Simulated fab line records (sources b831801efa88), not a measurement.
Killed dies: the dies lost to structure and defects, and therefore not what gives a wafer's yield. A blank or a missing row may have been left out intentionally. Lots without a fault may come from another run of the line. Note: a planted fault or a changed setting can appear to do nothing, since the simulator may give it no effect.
A struck lot beside a sound one / flow gf180mcu / 26 out of 602 route steps
Sound: wafers L114.1, L114.2, L114.3. The struck wafers were L118.2, L118.5, L118.6. Last of all comes the cause.
Each step with rows lists, per side, the tool, then ch with its chambers, then its first start. Under that, the readings that differ: sound wafers / struck wafers / difference of the means / sigmas: that difference in standard deviations of wafers without a fault.
alike: a reading whose means differ by less than 2 such deviations, as well as words and numbers matching on both sides. not compared: withheld readings; readings where some wafer has no value; bounds like >300 that might hide an equal value; numbers whose values overlap and for which the record gives no deviation.
Wherever a step has rows on one side only, a row that says differs or no value, or a row with sigmas, the two part there. Numbers that don't overlap but have no deviation are shown without sigmas and don't part them. A reading missing from all wafers of one side parts the sides only when that side holds two or more wafers.

first, 6 steps without rows for these wafers: GF_TOP_METAL_HMDS_08 (prime time 60 s); GF_TOP_METAL_COAT_09 (resist thk 1500 nm); GF_TOP_METAL_SOFTBAKE_10 (time 60 s); GF_TOP_METAL_EXPOSE_11 (exposes mask MetalTop, target cd 440 nm); GF_TOP_METAL_PEB_12; GF_TOP_METAL_DEVELOP_13 (develop time 60 s).
GF_TOP_METAL_CD_MEAS_14: the cd target is 440 nm.
  sound on cd-sem-01 at day 29 15:14; struck on cd-sem-01 at day 30 13:19
  alike: cd-nm
GF_TOP_METAL_OVL_MEAS_15:
  sound on overlay-02 at day 29 15:21; struck on overlay-01 at day 30 13:25
  alike: TOP_METAL_OVL
GF_TOP_METAL_METAL_ETCH_16: etches the open film in Cl2/BCl3, stops on SiO2, target depth 1077.5 nm, time 179.6 s.
  sound on rie-metal-04 ch 0,1, day 29 15:23; struck on rie-metal-01 ch 1, day 30 13:30
reading=oes-product-au (a.u.); sound=0.953 0.945 0.951; struck=0.970 0.966 0.966; difference=+0.018; sigmas=+2
reading=throttle-valve-pct (%); sound=28.264 28.291 28.272; struck=28.255 28.246 28.247; difference=-0.026; sigmas=-2
  alike: chamber-pressure-mTorr, drypump-motor-current-A
  not compared: rf-hours-counter-h
GF_TOP_METAL_STRIP_17: strips in O2/N2.
  sound on plasma-asher-03 ch 0,1, day 29 15:34; struck on plasma-asher-03 ch 0,1, day 30 13:47
  alike: chamber-pressure-mTorr, drypump-motor-current-A, heater-power-w, oes-product-au, platen-temp-c, strip-time-to-endpoint-s
  not compared: rf-hours-counter-h
then, 2 steps without rows for these wafers: GF_TOP_METAL_STRIP_18 (strips in post etch residue remover, time 1200 s); GF_TOP_METAL_CLEAN_19 (cleans in DIW).
GF_PASSIVATION_CVD_00: deposits SiO2 from TEOS, target thk 1000 nm, time 111.95 s.
  sound on pecvd-01 ch 0,1,2, day 29 16:05; struck on pecvd-01 ch 0,1, day 30 14:20
reading=rf-fwd-power-W (W); sound=593.2 596.6 596.7; struck=690.8 692.3 693.1; difference=+96.6; sigmas=+48
reading=model.SiO2_of_PASSIVATION_CVD_00.thk-nm (nm); sound=1011 973.4 986; struck=1033 1055 1031; difference=+50; sigmas=
  alike: heater-power-w
GF_PASSIVATION_THK_MEAS_01:
  sound on film-metro-01 at day 29 16:10; struck on film-metro-01 at day 30 14:25
reading=PASSIVATION_CVD_00_THK (nm); sound=1011 973 987; struck=1032 1056 1032; difference=+50; sigmas=+3
GF_PASSIVATION_CVD_02: deposits Si3N4, target thk 700 nm, time 486.18 s.
  sound on pecvd-02 ch 0,1,2, day 29 16:14; struck on pecvd-02 ch 0,1,2, day 30 14:28
  alike: heater-power-w, rf-fwd-power-W
GF_PASSIVATION_THK_MEAS_03:
  sound on film-metro-01 at day 29 16:31; struck on film-metro-01 at day 30 14:46
  alike: PASSIVATION_CVD_02_THK
then, 7 steps without rows for these wafers: GF_PASSIVATION_DEHYDRATE_04 (time 60 s); GF_PASSIVATION_HMDS_05 (prime time 60 s); GF_PASSIVATION_COAT_06 (resist thk 4000 nm); GF_PASSIVATION_SOFTBAKE_07; GF_PASSIVATION_EXPOSE_08 (exposes mask Pad, target cd 40000 nm); GF_PASSIVATION_PEB_09; GF_PASSIVATION_DEVELOP_10 (develop time 60 s).
GF_PASSIVATION_ETCH_11: etches the open film in CF4/O2, stops on TiN, target depth 1800 nm, time 400 s.
  sound on rie-diel-03 ch 0,2,3, day 30 10:26; struck on rie-diel-02 ch 0,1, day 31 08:38
reading=model.etch.depth-nm (nm); sound=1704 1663 1662; struck=1712 1744 1727; difference=+51; sigmas=
reading=model.PASSIVATION.feature-depth-nm (nm); sound=1704 1663 1662; struck=1712 1744 1727; difference=+51; sigmas=
  alike: chamber-pressure-mTorr, drypump-motor-current-A, oes-product-au, throttle-valve-pct
  not compared: rf-hours-counter-h
GF_PASSIVATION_STRIP_12: strips in O2/N2.
  sound on plasma-asher-04 ch 0,1, day 30 10:41; struck on plasma-asher-02 ch 0,1, day 31 08:53
reading=heater-power-w (W); sound=388 412 429; struck=334 334 331; difference=-77; sigmas=-3
  alike: chamber-pressure-mTorr, drypump-motor-current-A, oes-product-au, platen-temp-c, strip-time-to-endpoint-s
  not compared: rf-hours-counter-h
then, 1 step without rows for these wafers: GF_PASSIVATION_PROBE_99.

== WHERE THEY PART ==
Last at GF_PASSIVATION_STRIP_12 as far as this record goes, first at GF_TOP_METAL_METAL_ETCH_16.

WHY: whatever the simulator had introduced
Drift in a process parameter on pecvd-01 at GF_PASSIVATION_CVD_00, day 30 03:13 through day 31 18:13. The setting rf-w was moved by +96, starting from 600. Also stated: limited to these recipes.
